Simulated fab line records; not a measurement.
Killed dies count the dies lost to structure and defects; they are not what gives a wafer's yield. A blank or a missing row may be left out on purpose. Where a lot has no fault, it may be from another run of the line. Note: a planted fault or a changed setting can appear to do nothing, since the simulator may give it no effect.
The same fault as seen by 2 desks    flow sky130    only its own numbers are on each desk; what lay behind them is given at the end

DESK OF THE TOOL OWNER: implanter-02
For each lot that ran on this tool, the mean over its sampled wafers that have a number, from the tool's own readings at SKY_LDD_LDN_IMPLANT_09. A lot is out of limits, marked OUT, if its mean lies more than 4 standard deviations from the usual mean; the brackets give that distance.
Columns: A = dose-ions-cm2 at SKY_LDD_LDN_IMPLANT_09, usual 1.2501e+13; B = faraday-current-uA at SKY_LDD_LDN_IMPLANT_09, usual 70.5
lot   first seen here  A                             B
L995  day 24 01:23     1.2502e+13                    69.9
L997  day 25 02:31     1.2501e+13                    69.5
L110  day 29 06:28     5.2817e+12 (-99 or more) OUT  30.0 (-31) OUT
L112  day 29 22:59     5.2970e+12 (-99 or more) OUT  29.9 (-31) OUT
This desk's finding: out of limits on L110, L112; first on L110, day 29 06:28 (dose-ions-cm2 at SKY_LDD_LDN_IMPLANT_09). L995, L997 stayed within limits.

METROLOGY DESK
Means of the sampled wafers that have a number, per lot and without regard to the tool the lot ran on: this is what the gauges read. A lot is out of limits, marked OUT, if its mean lies more than 4 standard deviations from the usual mean; the brackets give that distance.
Columns: A = SONOS_ONO_CVD_02_THK at SKY_SONOS_ONO_THK_MEAS_03, usual 10.56 nm; B = LDD_LDN_TW at SKY_LDD_LDN_TW_MEAS_13, usual 1479
lot   first seen here  A      B
L992  day 11 22:34     10.60  1493
L993  day 12 01:52     10.68  1466
L994  day 12 07:30     10.37  1466
L995  day 12 18:23     10.68  1471
L997  day 13 12:04     10.61  1471
L998  day 13 18:44     10.58  1480
L999  day 14 05:34     10.57  1488
L102  day 15 02:05     10.63  1495
L110  day 17 17:01     10.62  1407 (-7.2) OUT
L112  day 18 10:14     10.49  1386 (-9.3) OUT
L113  day 18 15:47     10.60  1484
L114  day 18 22:56     10.45  1488
This desk's result: L110, L112 out of limits, first on L110 (LDD_LDN_TW at SKY_LDD_LDN_TW_MEAS_13), day 29 07:01. L992, L993, L994, L995, L997, L998, L999, L102, L113, L114 stayed within limits.

ALL TOGETHER
The tool owner's desk had the chance to raise an alarm at day 29 06:28 on L110, L112.
Metrology desk: alarm possible at day 29 07:01 on L110, L112.
Of the lots named, all ran SKY_LDD_LDN_IMPLANT_09 on implanter-02.

WHAT THE SIMULATOR HAD PUT IN
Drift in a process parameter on implanter-02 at SKY_LDD_LDN_IMPLANT_09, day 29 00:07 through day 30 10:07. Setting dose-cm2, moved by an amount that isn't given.
Lots struck among those shown: L110, L112.
Hours from the fault's start to each desk's first reading out of limits: the tool owner's desk, 6; the metrology desk, 7.
